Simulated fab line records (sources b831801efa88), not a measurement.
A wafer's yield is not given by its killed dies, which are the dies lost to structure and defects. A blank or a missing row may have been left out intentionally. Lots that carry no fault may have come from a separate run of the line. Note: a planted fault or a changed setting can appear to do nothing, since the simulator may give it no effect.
What tool caused it? | flow sky130 | 42 wafers from 14 lots sampled at 2 of the route's 708 steps

== WHAT THE GAUGES READ, wafer by wafer ==
SKY_CONTACT_RS_MEAS_25: a four-point-probe measurement.
lot  | measured     | on            | CONTACT_W_RS (ohm/sq)
L316 | day 31 18:23 | film-metro-03 | 0.338 0.339 0.340
L317 | day 32 11:30 | film-metro-01 | 0.342 0.344 0.341
L319 | day 32 19:39 | film-metro-02 | 0.337 0.342 0.337
L323 | day 34 17:02 | film-metro-01 | 0.345 0.343 0.341
L324 | day 34 18:37 | film-metro-03 | 0.322 0.324 0.335
L326 | day 35 14:22 | film-metro-03 | 0.333 0.320 0.336
L327 | day 35 21:58 | film-metro-02 | 0.338 0.342 0.339
L330 | day 36 13:01 | film-metro-02 | 0.326 0.337 0.328
L331 | day 36 19:19 | film-metro-03 | 0.338 0.338 0.336
L332 | day 37 04:15 | film-metro-03 | 0.326 0.335 0.331
L335 | day 37 21:55 | film-metro-03 | 0.350 0.345 0.340
L336 | day 38 04:21 | film-metro-02 | 0.337 0.340 0.342
L337 | day 38 09:31 | film-metro-03 | 0.337 0.329 0.338
L338 | day 38 20:52 | film-metro-02 | 0.340 0.344 0.343

== EACH LOT AND THE TOOL THAT RAN IT (in order: tool; ch and the chambers of the sampled wafers; start) ==
lot  | SKY_CONTACT_CVD_24
L316 | cvd-w-01 ch 0,1, day 31 18:16
L317 | cvd-w-01 ch 0,1, day 32 11:23
L319 | cvd-w-02 ch 0,1, day 32 19:31
L323 | cvd-w-01 ch 0,1, day 34 16:55
L324 | cvd-w-02 ch 0,1, day 34 18:31
L326 | cvd-w-02 ch 0,1, day 35 14:16
L327 | cvd-w-01 ch 0,1, day 35 21:50
L330 | cvd-w-02 ch 0,1, day 36 12:53
L331 | cvd-w-01 ch 0,1, day 36 19:12
L332 | cvd-w-02 ch 0,1, day 37 04:08
L335 | cvd-w-01 ch 0,1, day 37 21:47
L336 | cvd-w-01 ch 0,1, day 38 04:13
L337 | cvd-w-02 ch 0,1, day 38 09:24
L338 | cvd-w-01 ch 0,1, day 38 20:44
- SKY_CONTACT_CVD_24: deposits W, target thk 340 nm, time 102.12 s.

== WHAT THE TOOLS THEMSELVES READ (means of the sampled wafers that have a number; where no wafer has one, the mark that the record gives instead) ==
SKY_CONTACT_CVD_24.
lot  | tool     | heater-power-w (W)
L316 | cvd-w-01 | 885
L317 | cvd-w-01 | 875
L319 | cvd-w-02 | 785
L323 | cvd-w-01 | 887
L324 | cvd-w-02 | 812
L326 | cvd-w-02 | 780
L327 | cvd-w-01 | 875
L330 | cvd-w-02 | 818
L331 | cvd-w-01 | 852
L332 | cvd-w-02 | 789
L335 | cvd-w-01 | 877
L336 | cvd-w-01 | 889
L337 | cvd-w-02 | 794
L338 | cvd-w-01 | 865

== THE ANSWER, worked out from the rows above alone ==
Rule: the lots themselves supply what counts as usual. Put in order of their means at a reading, lots are off if they are a third of the lots or fewer, leave a main group of 4 or more, and stand apart from it by a gap of 3 or more times the standard deviation of the main group's means; of several such gaps the widest counts. Not used: any main group whose means are identical at the precision the tables above print for the reading. A lot without any number at a reading at which 4 lots or more have one is off too. Where the step has rows for the other lots, those lots are counted as sound. After the gauges, taken in route order, come the tools' own readings; for these a lot's mean is taken, as printed above. The first step at which some lot is off is used, and at that step the reading that is off furthest; a lot without a number counts as furthest.
Nothing can be told from this: no lot is off at any reading shown.

== WHAT HAD BEEN PUT IN BY THE SIMULATOR ==
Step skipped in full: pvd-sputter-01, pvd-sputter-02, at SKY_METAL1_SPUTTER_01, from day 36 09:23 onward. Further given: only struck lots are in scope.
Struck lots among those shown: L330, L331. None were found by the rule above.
